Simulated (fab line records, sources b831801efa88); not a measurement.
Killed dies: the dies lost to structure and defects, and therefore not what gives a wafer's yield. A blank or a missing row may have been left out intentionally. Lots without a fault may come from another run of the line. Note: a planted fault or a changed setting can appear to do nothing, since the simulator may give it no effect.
What tool caused it? || flow gf180mcu || 24 lots with 72 wafers sampled at 6 steps, on a route of 602 steps

WHAT THE GAUGES SHOWED, per wafer
GF_V2_BOW_MEAS_05.
{"lot": "L074", "measured": "day 19 06:44", "on": "filmMetro-01", "V2_BOW (um)": "107 105 116"}
{"lot": "L075", "measured": "day 19 08:45", "on": "filmMetro-01", "V2_BOW (um)": "103 105 106"}
{"lot": "L076", "measured": "day 19 18:25", "on": "filmMetro-01", "V2_BOW (um)": "88 96 87"}
{"lot": "L077", "measured": "day 20 12:56", "on": "filmMetro-04", "V2_BOW (um)": "103 93 101"}
{"lot": "L078", "measured": "day 20 14:00", "on": "filmMetro-04", "V2_BOW (um)": "103 86 96"}
{"lot": "L079", "measured": "day 20 22:10", "on": "filmMetro-02", "V2_BOW (um)": "109 104 95"}
{"lot": "L080", "measured": "day 21 13:17", "on": "filmMetro-02", "V2_BOW (um)": "93 94 112"}
{"lot": "L081", "measured": "day 21 16:20", "on": "filmMetro-02", "V2_BOW (um)": "101 95 102"}
{"lot": "L082", "measured": "day 22 02:01", "on": "filmMetro-02", "V2_BOW (um)": "103 104 93"}
{"lot": "L083", "measured": "day 22 08:08", "on": "filmMetro-01", "V2_BOW (um)": "91 103 108"}
{"lot": "L084", "measured": "day 22 19:34", "on": "filmMetro-01", "V2_BOW (um)": "106 97 98"}
{"lot": "L085", "measured": "day 23 06:07", "on": "filmMetro-04", "V2_BOW (um)": "82 95 99"}
{"lot": "L086", "measured": "day 23 10:54", "on": "filmMetro-01", "V2_BOW (um)": "96 96 103"}
{"lot": "L087", "measured": "day 24 06:49", "on": "filmMetro-02", "V2_BOW (um)": "97 110 106"}
{"lot": "L088", "measured": "day 24 11:36", "on": "filmMetro-02", "V2_BOW (um)": "90 95 90"}
{"lot": "L089", "measured": "day 24 18:38", "on": "filmMetro-02", "V2_BOW (um)": "106 105 97"}
{"lot": "L090", "measured": "day 25 03:34", "on": "filmMetro-01", "V2_BOW (um)": "112 115 100"}
{"lot": "L091", "measured": "day 25 07:31", "on": "filmMetro-02", "V2_BOW (um)": "112 116 103"}
{"lot": "L092", "measured": "day 25 16:29", "on": "filmMetro-02", "V2_BOW (um)": "104 104 99"}
{"lot": "L093", "measured": "day 26 05:50", "on": "filmMetro-02", "V2_BOW (um)": "116 107 110"}
{"lot": "L094", "measured": "day 26 06:26", "on": "filmMetro-01", "V2_BOW (um)": "112 100 115"}
{"lot": "L095", "measured": "day 26 10:25", "on": "filmMetro-02", "V2_BOW (um)": "93 93 124"}
{"lot": "L096", "measured": "day 27 06:20", "on": "filmMetro-02", "V2_BOW (um)": "113 113 122"}
{"lot": "L097", "measured": "day 27 09:41", "on": "filmMetro-02", "V2_BOW (um)": "102 98 91"}

GF_M3_RS_MEAS_05: measurement is done with a four-point probe.
{"lot": "L074", "measured": "day 20 09:04", "on": "filmMetro-04", "M3_ALCU_RS (ohm/sq)": "0.0692 0.0689 0.0687"}
{"lot": "L075", "measured": "day 20 10:31", "on": "filmMetro-03", "M3_ALCU_RS (ohm/sq)": "0.0691 0.0699 0.0699"}
{"lot": "L076", "measured": "day 20 20:13", "on": "filmMetro-04", "M3_ALCU_RS (ohm/sq)": "0.0691 0.0693 0.0691"}
{"lot": "L077", "measured": "day 21 14:53", "on": "filmMetro-03", "M3_ALCU_RS (ohm/sq)": "0.0692 0.0692 0.0689"}
{"lot": "L078", "measured": "day 21 15:17", "on": "filmMetro-01", "M3_ALCU_RS (ohm/sq)": "0.0688 0.0688 0.0690"}
{"lot": "L079", "measured": "day 21 23:49", "on": "filmMetro-03", "M3_ALCU_RS (ohm/sq)": "0.0686 0.0687 0.0691"}
{"lot": "L080", "measured": "day 22 14:34", "on": "filmMetro-01", "M3_ALCU_RS (ohm/sq)": "0.0691 0.0691 0.0696"}
{"lot": "L081", "measured": "day 22 17:27", "on": "filmMetro-03", "M3_ALCU_RS (ohm/sq)": "0.0693 0.0687 0.0681"}
{"lot": "L082", "measured": "day 23 02:22", "on": "filmMetro-03", "M3_ALCU_RS (ohm/sq)": "0.0693 0.0688 0.0689"}
{"lot": "L083", "measured": "day 23 09:34", "on": "filmMetro-01", "M3_ALCU_RS (ohm/sq)": "0.0705 0.0697 0.0696"}
{"lot": "L084", "measured": "day 23 19:30", "on": "filmMetro-01", "M3_ALCU_RS (ohm/sq)": "0.0691 0.0692 0.0690"}
{"lot": "L085", "measured": "day 24 06:27", "on": "filmMetro-03", "M3_ALCU_RS (ohm/sq)": "0.0696 0.0698 0.0688"}
{"lot": "L086", "measured": "day 24 10:31", "on": "filmMetro-03", "M3_ALCU_RS (ohm/sq)": "0.0668 0.0671 0.0673"}
{"lot": "L087", "measured": "day 25 06:28", "on": "filmMetro-01", "M3_ALCU_RS (ohm/sq)": "0.0704 0.0705 0.0704"}
{"lot": "L088", "measured": "day 25 10:37", "on": "filmMetro-03", "M3_ALCU_RS (ohm/sq)": "0.0680 0.0682 0.0682"}
{"lot": "L089", "measured": "day 25 17:32", "on": "filmMetro-01", "M3_ALCU_RS (ohm/sq)": "0.0699 0.0689 0.0697"}
{"lot": "L090", "measured": "day 26 02:23", "on": "filmMetro-03", "M3_ALCU_RS (ohm/sq)": "0.0697 0.0701 0.0703"}
{"lot": "L091", "measured": "day 26 07:12", "on": "filmMetro-01", "M3_ALCU_RS (ohm/sq)": "0.0699 0.0700 0.0704"}
{"lot": "L092", "measured": "day 26 15:04", "on": "filmMetro-03", "M3_ALCU_RS (ohm/sq)": "0.0701 0.0705 0.0702"}
{"lot": "L093", "measured": "day 27 04:10", "on": "filmMetro-04", "M3_ALCU_RS (ohm/sq)": "0.0716 0.0715 0.0716"}
{"lot": "L094", "measured": "day 27 04:31", "on": "filmMetro-03", "M3_ALCU_RS (ohm/sq)": "0.0701 0.0692 0.0694"}
{"lot": "L095", "measured": "day 27 09:26", "on": "filmMetro-04", "M3_ALCU_RS (ohm/sq)": "0.0687 0.0689 0.0693"}
{"lot": "L096", "measured": "day 28 04:12", "on": "filmMetro-01", "M3_ALCU_RS (ohm/sq)": "0.0693 0.0691 0.0694"}
{"lot": "L097", "measured": "day 28 07:39", "on": "filmMetro-03", "M3_ALCU_RS (ohm/sq)": "0.0693 0.0686 0.0688"}

GF_V4_THK_MEAS_03.
{"lot": "L074", "measured": "day 23 11:34", "on": "filmMetro-04", "V4_CVD_02_THK (nm)": "845 850 861"}
{"lot": "L075", "measured": "day 23 13:11", "on": "filmMetro-04", "V4_CVD_02_THK (nm)": "844 849 857"}
{"lot": "L076", "measured": "day 23 22:12", "on": "filmMetro-02", "V4_CVD_02_THK (nm)": "840 841 855"}
{"lot": "L077", "measured": "day 24 15:10", "on": "filmMetro-01", "V4_CVD_02_THK (nm)": "845 858 853"}
{"lot": "L078", "measured": "day 24 15:26", "on": "filmMetro-04", "V4_CVD_02_THK (nm)": "831 840 844"}
{"lot": "L079", "measured": "day 24 23:11", "on": "filmMetro-02", "V4_CVD_02_THK (nm)": "842 852 851"}
{"lot": "L080", "measured": "day 25 12:56", "on": "filmMetro-02", "V4_CVD_02_THK (nm)": "844 850 850"}
{"lot": "L081", "measured": "day 25 15:34", "on": "filmMetro-04", "V4_CVD_02_THK (nm)": "838 846 832"}
{"lot": "L082", "measured": "day 25 22:55", "on": "filmMetro-04", "V4_CVD_02_THK (nm)": "848 854 846"}
{"lot": "L083", "measured": "day 26 06:35", "on": "filmMetro-01", "V4_CVD_02_THK (nm)": "851 842 863"}
{"lot": "L084", "measured": "day 26 16:09", "on": "filmMetro-02", "V4_CVD_02_THK (nm)": "849 851 865"}
{"lot": "L085", "measured": "day 27 02:11", "on": "filmMetro-01", "V4_CVD_02_THK (nm)": "833 851 837"}
{"lot": "L086", "measured": "day 27 05:22", "on": "filmMetro-01", "V4_CVD_02_THK (nm)": "844 853 861"}
{"lot": "L087", "measured": "day 28 00:21", "on": "filmMetro-02", "V4_CVD_02_THK (nm)": "820 824 838"}
{"lot": "L088", "measured": "day 28 04:54", "on": "filmMetro-01", "V4_CVD_02_THK (nm)": "831 838 860"}
{"lot": "L089", "measured": "day 28 10:05", "on": "filmMetro-01", "V4_CVD_02_THK (nm)": "833 867 850"}
{"lot": "L090", "measured": "day 28 19:08", "on": "filmMetro-01", "V4_CVD_02_THK (nm)": "844 849 851"}
{"lot": "L091", "measured": "day 28 22:58", "on": "filmMetro-02", "V4_CVD_02_THK (nm)": "846 847 856"}
{"lot": "L092", "measured": "day 29 06:59", "on": "filmMetro-04", "V4_CVD_02_THK (nm)": "839 840 854"}
{"lot": "L093", "measured": "day 29 17:34", "on": "filmMetro-02", "V4_CVD_02_THK (nm)": "846 840 843"}
{"lot": "L094", "measured": "day 29 18:40", "on": "filmMetro-04", "V4_CVD_02_THK (nm)": "846 849 849"}
{"lot": "L095", "measured": "day 29 23:54", "on": "filmMetro-04", "V4_CVD_02_THK (nm)": "833 848 856"}
{"lot": "L096", "measured": "day 30 16:20", "on": "filmMetro-04", "V4_CVD_02_THK (nm)": "838 860 861"}
{"lot": "L097", "measured": "day 30 19:28", "on": "filmMetro-02", "V4_CVD_02_THK (nm)": "835 835 845"}

GF_MIM_THK_MEAS_11: measures by xrf.
{"lot": "L074", "measured": "day 24 12:23", "on": "filmMetro-01", "MIM_ALCU_THK (nm)": "198.8 195.8 198.6"}
{"lot": "L075", "measured": "day 24 20:44", "on": "filmMetro-01", "MIM_ALCU_THK (nm)": "190.3 193.1 191.7"}
{"lot": "L076", "measured": "day 24 22:44", "on": "filmMetro-03", "MIM_ALCU_THK (nm)": "195.4 198.0 200.4"}
{"lot": "L077", "measured": "day 25 15:10", "on": "filmMetro-01", "MIM_ALCU_THK (nm)": "198.4 200.3 199.9"}
{"lot": "L078", "measured": "day 25 15:31", "on": "filmMetro-01", "MIM_ALCU_THK (nm)": "194.5 194.5 197.5"}
{"lot": "L079", "measured": "day 25 22:31", "on": "filmMetro-04", "MIM_ALCU_THK (nm)": "199.2 194.2 197.6"}
{"lot": "L080", "measured": "day 26 12:33", "on": "filmMetro-04", "MIM_ALCU_THK (nm)": "197.6 199.8 198.5"}
{"lot": "L081", "measured": "day 26 15:02", "on": "filmMetro-01", "MIM_ALCU_THK (nm)": "198.1 195.1 194.2"}
{"lot": "L082", "measured": "day 26 22:11", "on": "filmMetro-01", "MIM_ALCU_THK (nm)": "195.8 191.7 195.9"}
{"lot": "L083", "measured": "day 27 05:34", "on": "filmMetro-03", "MIM_ALCU_THK (nm)": "199.0 197.0 196.2"}
{"lot": "L084", "measured": "day 27 14:56", "on": "filmMetro-04", "MIM_ALCU_THK (nm)": "199.3 195.6 196.7"}
{"lot": "L085", "measured": "day 28 00:42", "on": "filmMetro-04", "MIM_ALCU_THK (nm)": "200.3 202.6 202.1"}
{"lot": "L086", "measured": "day 28 03:35", "on": "filmMetro-04", "MIM_ALCU_THK (nm)": "198.5 196.3 198.2"}
{"lot": "L087", "measured": "day 28 21:59", "on": "filmMetro-03", "MIM_ALCU_THK (nm)": "198.0 197.3 195.4"}
{"lot": "L088", "measured": "day 29 03:07", "on": "filmMetro-01", "MIM_ALCU_THK (nm)": "194.3 193.7 195.0"}
{"lot": "L089", "measured": "day 29 08:59", "on": "filmMetro-04", "MIM_ALCU_THK (nm)": "200.0 197.0 196.7"}
{"lot": "L090", "measured": "day 29 16:05", "on": "filmMetro-01", "MIM_ALCU_THK (nm)": "192.8 192.2 194.3"}
{"lot": "L091", "measured": "day 29 20:11", "on": "filmMetro-01", "MIM_ALCU_THK (nm)": "197.0 197.5 196.1"}
{"lot": "L092", "measured": "day 30 04:43", "on": "filmMetro-03", "MIM_ALCU_THK (nm)": "196.3 196.1 196.9"}
{"lot": "L093", "measured": "day 30 14:43", "on": "filmMetro-04", "MIM_ALCU_THK (nm)": "196.5 198.5 200.1"}
{"lot": "L094", "measured": "day 30 15:30", "on": "filmMetro-01", "MIM_ALCU_THK (nm)": "195.8 196.9 197.2"}
{"lot": "L095", "measured": "day 30 20:28", "on": "filmMetro-01", "MIM_ALCU_THK (nm)": "196.6 194.1 194.1"}
{"lot": "L096", "measured": "day 31 12:08", "on": "filmMetro-01", "MIM_ALCU_THK (nm)": "195.3 194.4 197.7"}
{"lot": "L097", "measured": "day 31 15:23", "on": "filmMetro-04", "MIM_ALCU_THK (nm)": "196.4 195.6 196.2"}

WHICH TOOL RAN EACH LOT (tool, then ch and the chambers of the sampled wafers, then the start)
{"lot": "L074", "GF_M3_SPUTTER_00": "pvdSputter-01, day 20 08:50", "GF_V3_CMP_04": "cmp-02 ch 0,2,3, day 21 10:05"}
{"lot": "L075", "GF_M3_SPUTTER_00": "pvdSputter-02, day 20 10:17", "GF_V3_CMP_04": "cmp-02 ch 0,2,3, day 21 11:30"}
{"lot": "L076", "GF_M3_SPUTTER_00": "pvdSputter-02, day 20 19:58", "GF_V3_CMP_04": "cmp-02 ch 0,1,2, day 21 21:19"}
{"lot": "L077", "GF_M3_SPUTTER_00": "pvdSputter-01, day 21 14:40", "GF_V3_CMP_04": "cmp-02 ch 0,2,3, day 22 15:20"}
{"lot": "L078", "GF_M3_SPUTTER_00": "pvdSputter-04, day 21 15:04", "GF_V3_CMP_04": "cmp-01 ch 1,2,3, day 22 15:51"}
{"lot": "L079", "GF_M3_SPUTTER_00": "pvdSputter-01, day 21 23:35", "GF_V3_CMP_04": "cmp-01 ch 0,2,3, day 23 00:11"}
{"lot": "L080", "GF_M3_SPUTTER_00": "pvdSputter-01, day 22 14:19", "GF_V3_CMP_04": "cmp-01 ch 1,2,3, day 23 14:01"}
{"lot": "L081", "GF_M3_SPUTTER_00": "pvdSputter-01, day 22 17:14", "GF_V3_CMP_04": "cmp-01 ch 0,1,2, day 23 17:20"}
{"lot": "L082", "GF_M3_SPUTTER_00": "pvdSputter-04, day 23 02:08", "GF_V3_CMP_04": "cmp-02 ch 0,1,3, day 24 01:41"}
{"lot": "L083", "GF_M3_SPUTTER_00": "pvdSputter-01, day 23 09:20", "GF_V3_CMP_04": "cmp-02 ch 0,1,2, day 24 08:48"}
{"lot": "L084", "GF_M3_SPUTTER_00": "pvdSputter-04, day 23 19:17", "GF_V3_CMP_04": "cmp-02 ch 0,2,3, day 24 18:50"}
{"lot": "L085", "GF_M3_SPUTTER_00": "pvdSputter-01, day 24 06:13", "GF_V3_CMP_04": "cmp-02 ch 0,1,2, day 25 05:17"}
{"lot": "L086", "GF_M3_SPUTTER_00": "pvdSputter-01, day 24 10:16", "GF_V3_CMP_04": "cmp-02 ch 0,1,3, day 25 08:55"}
{"lot": "L087", "GF_M3_SPUTTER_00": "pvdSputter-04, day 25 06:14", "GF_V3_CMP_04": "cmp-02 ch 0,1,2, day 26 04:59"}
{"lot": "L088", "GF_M3_SPUTTER_00": "pvdSputter-01, day 25 10:22", "GF_V3_CMP_04": "cmp-01 ch 1,2,3, day 26 08:44"}
{"lot": "L089", "GF_M3_SPUTTER_00": "pvdSputter-01, day 25 17:19", "GF_V3_CMP_04": "cmp-02 ch 0,1, day 26 15:51"}
{"lot": "L090", "GF_M3_SPUTTER_00": "pvdSputter-04, day 26 02:09", "GF_V3_CMP_04": "cmp-01 ch 0,2,3, day 27 00:46"}
{"lot": "L091", "GF_M3_SPUTTER_00": "pvdSputter-04, day 26 06:56", "GF_V3_CMP_04": "cmp-01 ch 2,3, day 27 04:58"}
{"lot": "L092", "GF_M3_SPUTTER_00": "pvdSputter-02, day 26 14:50", "GF_V3_CMP_04": "cmp-01 ch 0,1,2, day 27 12:42"}
{"lot": "L093", "GF_M3_SPUTTER_00": "pvdSputter-02, day 27 03:56", "GF_V3_CMP_04": "cmp-02 ch 1,2,3, day 28 00:13"}
{"lot": "L094", "GF_M3_SPUTTER_00": "pvdSputter-01, day 27 04:15", "GF_V3_CMP_04": "cmp-02 ch 0,3, day 28 01:26"}
{"lot": "L095", "GF_M3_SPUTTER_00": "pvdSputter-02, day 27 09:11", "GF_V3_CMP_04": "cmp-02 ch 1,2, day 28 06:40"}
{"lot": "L096", "GF_M3_SPUTTER_00": "pvdSputter-04, day 28 03:59", "GF_V3_CMP_04": "cmp-01 ch 2,3, day 29 01:17"}
{"lot": "L097", "GF_M3_SPUTTER_00": "pvdSputter-02, day 28 07:26", "GF_V3_CMP_04": "cmp-01 ch 1,2, day 29 03:44"}
- GF_M3_SPUTTER_00: material Ti, target thk 37.5 nm, time 150 s.
- GF_V3_CMP_04: polishes SiO2.

AS READ BY THE TOOLS THEMSELVES (means over the sampled wafers that have a number; for cases with no such wafer, the mark the record gives instead)
GF_M3_SPUTTER_00.
{"lot": "L074", "tool": "pvdSputter-01", "throttleValvePct (%)": 29.9}
{"lot": "L075", "tool": "pvdSputter-02", "throttleValvePct (%)": 29.9}
{"lot": "L076", "tool": "pvdSputter-02", "throttleValvePct (%)": 30.6}
{"lot": "L077", "tool": "pvdSputter-01", "throttleValvePct (%)": 29.7}
{"lot": "L078", "tool": "pvdSputter-04", "throttleValvePct (%)": 29.6}
{"lot": "L079", "tool": "pvdSputter-01", "throttleValvePct (%)": 29.8}
{"lot": "L080", "tool": "pvdSputter-01", "throttleValvePct (%)": 30.0}
{"lot": "L081", "tool": "pvdSputter-01", "throttleValvePct (%)": 29.9}
{"lot": "L082", "tool": "pvdSputter-04", "throttleValvePct (%)": 28.8}
{"lot": "L083", "tool": "pvdSputter-01", "throttleValvePct (%)": 30.6}
{"lot": "L084", "tool": "pvdSputter-04", "throttleValvePct (%)": 28.9}
{"lot": "L085", "tool": "pvdSputter-01", "throttleValvePct (%)": 29.9}
{"lot": "L086", "tool": "pvdSputter-01", "throttleValvePct (%)": 30.7}
{"lot": "L087", "tool": "pvdSputter-04", "throttleValvePct (%)": 29.0}
{"lot": "L088", "tool": "pvdSputter-01", "throttleValvePct (%)": 29.9}
{"lot": "L089", "tool": "pvdSputter-01", "throttleValvePct (%)": 30.4}
{"lot": "L090", "tool": "pvdSputter-04", "throttleValvePct (%)": 28.8}
{"lot": "L091", "tool": "pvdSputter-04", "throttleValvePct (%)": 29.3}
{"lot": "L092", "tool": "pvdSputter-02", "throttleValvePct (%)": 29.6}
{"lot": "L093", "tool": "pvdSputter-02", "throttleValvePct (%)": 30.3}
{"lot": "L094", "tool": "pvdSputter-01", "throttleValvePct (%)": 30.6}
{"lot": "L095", "tool": "pvdSputter-02", "throttleValvePct (%)": 30.0}
{"lot": "L096", "tool": "pvdSputter-04", "throttleValvePct (%)": 30.5}
{"lot": "L097", "tool": "pvdSputter-02", "throttleValvePct (%)": 30.2}

GF_V3_CMP_04.
{"lot": "L074", "tool": "cmp-02", "edgeZonePressureFrac": 0.995, "motorCurrentA (A)": 12.3, "timeToEndpointS (s)": 79}
{"lot": "L075", "tool": "cmp-02", "edgeZonePressureFrac": 1.003, "motorCurrentA (A)": 12.1, "timeToEndpointS (s)": 84}
{"lot": "L076", "tool": "cmp-02", "edgeZonePressureFrac": 1.001, "motorCurrentA (A)": 12.2, "timeToEndpointS (s)": 79}
{"lot": "L077", "tool": "cmp-02", "edgeZonePressureFrac": 1.005, "motorCurrentA (A)": 11.9, "timeToEndpointS (s)": 84}
{"lot": "L078", "tool": "cmp-01", "edgeZonePressureFrac": 1.009, "motorCurrentA (A)": 11.1, "timeToEndpointS (s)": 81}
{"lot": "L079", "tool": "cmp-01", "edgeZonePressureFrac": 0.999, "motorCurrentA (A)": 10.7, "timeToEndpointS (s)": 78}
{"lot": "L080", "tool": "cmp-01", "edgeZonePressureFrac": 0.996, "motorCurrentA (A)": 10.8, "timeToEndpointS (s)": 86}
{"lot": "L081", "tool": "cmp-01", "edgeZonePressureFrac": 1.001, "motorCurrentA (A)": 12.0, "timeToEndpointS (s)": 85}
{"lot": "L082", "tool": "cmp-02", "edgeZonePressureFrac": 0.997, "motorCurrentA (A)": 11.6, "timeToEndpointS (s)": 87}
{"lot": "L083", "tool": "cmp-02", "edgeZonePressureFrac": 0.998, "motorCurrentA (A)": 12.0, "timeToEndpointS (s)": 85}
{"lot": "L084", "tool": "cmp-02", "edgeZonePressureFrac": 0.998, "motorCurrentA (A)": 11.8, "timeToEndpointS (s)": 82}
{"lot": "L085", "tool": "cmp-02", "edgeZonePressureFrac": 1.000, "motorCurrentA (A)": 12.0, "timeToEndpointS (s)": 78}
{"lot": "L086", "tool": "cmp-02", "edgeZonePressureFrac": 1.003, "motorCurrentA (A)": 11.7, "timeToEndpointS (s)": 85}
{"lot": "L087", "tool": "cmp-02", "edgeZonePressureFrac": 1.000, "motorCurrentA (A)": 12.5, "timeToEndpointS (s)": 79}
{"lot": "L088", "tool": "cmp-01", "edgeZonePressureFrac": 0.999, "motorCurrentA (A)": 11.0, "timeToEndpointS (s)": 81}
{"lot": "L089", "tool": "cmp-02", "edgeZonePressureFrac": 1.006, "motorCurrentA (A)": 12.8, "timeToEndpointS (s)": 85}
{"lot": "L090", "tool": "cmp-01", "edgeZonePressureFrac": 0.996, "motorCurrentA (A)": 11.0, "timeToEndpointS (s)": 82}
{"lot": "L091", "tool": "cmp-01", "edgeZonePressureFrac": 1.002, "motorCurrentA (A)": 10.0, "timeToEndpointS (s)": 77}
{"lot": "L092", "tool": "cmp-01", "edgeZonePressureFrac": 0.997, "motorCurrentA (A)": 11.8, "timeToEndpointS (s)": 76}
{"lot": "L093", "tool": "cmp-02", "edgeZonePressureFrac": 0.996, "motorCurrentA (A)": 11.6, "timeToEndpointS (s)": 78}
{"lot": "L094", "tool": "cmp-02", "edgeZonePressureFrac": 1.005, "motorCurrentA (A)": 12.3, "timeToEndpointS (s)": 78}
{"lot": "L095", "tool": "cmp-02", "edgeZonePressureFrac": 0.999, "motorCurrentA (A)": 12.1, "timeToEndpointS (s)": 90}
{"lot": "L096", "tool": "cmp-01", "edgeZonePressureFrac": 0.998, "motorCurrentA (A)": 9.7, "timeToEndpointS (s)": 74}
{"lot": "L097", "tool": "cmp-01", "edgeZonePressureFrac": 1.000, "motorCurrentA (A)": 12.3, "timeToEndpointS (s)": 80}

THE ANSWER, worked out from the rows above alone
Rule: the lots themselves supply what counts as usual. The widest of any qualifying gaps counts: lots, ordered by their means at a reading, are off when they make up no more than a third of the lots, leave a main group of 4 or more, and stand apart from it by 3 or more times the standard deviation of that group's means. Not used: any main group whose means are identical at the precision the tables above print for the reading. A lot without any number at a reading at which 4 lots or more have one is off too. The other lots that the step has rows for count as sound. First the gauges in route order, then the tools' own readings, where a lot's mean is used as printed above. The first step at which some lot is off is used, and at that step the reading that is off furthest; a lot without a number counts as furthest.
No lot is off on any of the readings shown, so nothing can be concluded from this.

WHAT WAS PUT IN BY THE SIMULATOR
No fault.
